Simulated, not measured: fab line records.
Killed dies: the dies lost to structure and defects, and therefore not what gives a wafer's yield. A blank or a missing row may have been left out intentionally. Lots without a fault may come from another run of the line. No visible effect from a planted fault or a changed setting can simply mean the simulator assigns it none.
Check for tools in common + flow sky130 + 11 lots and 33 wafers in the sample

WHAT PROMPTED THE OPENING
At SKY_SD_N_TW_MEAS_12 the reading SD_N_TW is flagged on 2 of 11 lots. No-fault wafers: 3995, standard deviation 37.
Rule: a lot is flagged when every wafer of it that has a number lies more than 4 standard deviations from that mean, or none has a number. All remaining lots are regarded as sound.

| lot  | measured     | on            | SD_N_TW, wafer by wafer | flag    |
|------|--------------|---------------|-------------------------|---------|
| L915 | day 27 16:00 | film metro-02 | 3940 3925 3935          |         |
| L918 | day 29 00:46 | film metro-02 | 3912 3900 3929          |         |
| L919 | day 29 06:03 | film metro-03 | 3964 3966 3986          |         |
| L920 | day 29 11:51 | film metro-03 | 3968 3980 3995          |         |
| L924 | day 30 20:46 | film metro-03 | 4019 4019 3997          |         |
| L926 | day 31 15:34 | film metro-03 | 4019 4010 4010          |         |
| L927 | day 32 00:27 | film metro-03 | 3600 3606 3610          | FLAGGED |
| L929 | day 32 17:37 | film metro-03 | 3615 3618 3623          | FLAGGED |
| L934 | day 34 07:37 | film metro-02 | 3921 3918 3915          |         |
| L936 | day 34 22:42 | film metro-04 | 3995 4022 4013          |         |
| L938 | day 35 11:43 | film metro-04 | 4039 4023 4036          |         |
The mean of the flagged lots' numbers is 3612, -383 from the usual (-10 standard deviations).

TOOL THAT RAN EACH LOT
Before the reading, the record contains 2 process steps out of a 708-step route. Every cell lists first the tool, next ch and the chambers used by the sampled wafers, and last the start.
| lot  | flag    | SKY_SD_N_IMPLANT_09             | SKY_SD_N_STRIP_11                    |
|------|---------|---------------------------------|--------------------------------------|
| L915 |         | implanter-02 ch 0, day 27 15:36 | plasma asher-04 ch 0,1, day 27 15:54 |
| L918 |         | implanter-04 ch 0, day 29 00:22 | plasma asher-01 ch 0,1, day 29 00:39 |
| L919 |         | implanter-04 ch 0, day 29 05:39 | plasma asher-03 ch 0,1, day 29 05:57 |
| L920 |         | implanter-02 ch 0, day 29 11:27 | plasma asher-04 ch 0,1, day 29 11:45 |
| L924 |         | implanter-04 ch 0, day 30 20:23 | plasma asher-04 ch 0,1, day 30 20:39 |
| L926 |         | implanter-02 ch 0, day 31 15:11 | plasma asher-03 ch 0,1, day 31 15:27 |
| L927 | FLAGGED | implanter-04 ch 0, day 32 00:03 | plasma asher-04 ch 0, day 32 00:21   |
| L929 | FLAGGED | implanter-04 ch 0, day 32 17:14 | plasma asher-04 ch 0,1, day 32 17:30 |
| L934 |         | implanter-03 ch 0, day 34 07:14 | plasma asher-03 ch 0,1, day 34 07:30 |
| L936 |         | implanter-02 ch 0, day 34 22:18 | plasma asher-03 ch 0,1, day 34 22:36 |
| L938 |         | implanter-02 ch 0, day 35 11:20 | plasma asher-04 ch 0,1, day 35 11:36 |
What the steps here do:
- SKY_SD_N_IMPLANT_09
- SKY_SD_N_STRIP_11: strips in O2/N2.
- SKY_SD_N_TW_MEAS_12

FLAGGED AGAINST TOTAL, ONE TOOL AT A TIME (gauges that did the reading follow at the end)
| step                | tool            | lots run | flagged | share of the flagged lots | sound lots run after its first flagged lot |
|---------------------|-----------------|----------|---------|---------------------------|--------------------------------------------|
| SKY_SD_N_IMPLANT_09 | implanter-02    | 5        | 0       | none                      | -                                          |
| SKY_SD_N_IMPLANT_09 | implanter-03    | 1        | 0       | none                      | -                                          |
| SKY_SD_N_IMPLANT_09 | implanter-04    | 5        | 2       | all                       | 0                                          |
| SKY_SD_N_STRIP_11   | plasma asher-01 | 1        | 0       | none                      | -                                          |
| SKY_SD_N_STRIP_11   | plasma asher-03 | 4        | 0       | none                      | -                                          |
| SKY_SD_N_STRIP_11   | plasma asher-04 | 6        | 2       | all                       | 1 (L938)                                   |
| SKY_SD_N_TW_MEAS_12 | film metro-02   | 3        | 0       | none                      | -                                          |
| SKY_SD_N_TW_MEAS_12 | film metro-03   | 6        | 2       | all                       | 0                                          |
| SKY_SD_N_TW_MEAS_12 | film metro-04   | 2        | 0       | none                      | -                                          |

THE TABLE: WHAT IT ALLOWS
implanter-04 at SKY_SD_N_IMPLANT_09, plasma asher-04 at SKY_SD_N_STRIP_11 and film metro-03 at SKY_SD_N_TW_MEAS_12: these 3 rows of the table ran every flagged lot.
- implanter-04 at SKY_SD_N_IMPLANT_09: 2 of its 5 lots flagged. A fault beginning between L924 (day 30 20:23), its last sound lot, and L927 (day 32 00:03), its first flagged one, fits the data. Its own readings (beam energy keV) fall more than 4 standard deviations out on all wafers of the flagged lots.
- plasma asher-04 at SKY_SD_N_STRIP_11: 2 of its 6 lots flagged. Lots that were sound ran on it after the first flagged one (L938); a persistent fault on the entire tool would not allow that. Its own readings (oes product au, strip time to endpoint s) fall more than 4 standard deviations out on all wafers of the flagged lots.
- film metro-03 at SKY_SD_N_TW_MEAS_12: 2 of its 6 lots flagged. A fault beginning between L926 (day 31 15:34), its last sound lot, and L927 (day 32 00:27), its first flagged one, fits the data.
Because each of these 2 tools fits a fault that began at some hour, counting lots does not separate them. More lots, or a look at what each step does to the wafer, might.

WHAT WAS PUT IN BY THE SIMULATOR
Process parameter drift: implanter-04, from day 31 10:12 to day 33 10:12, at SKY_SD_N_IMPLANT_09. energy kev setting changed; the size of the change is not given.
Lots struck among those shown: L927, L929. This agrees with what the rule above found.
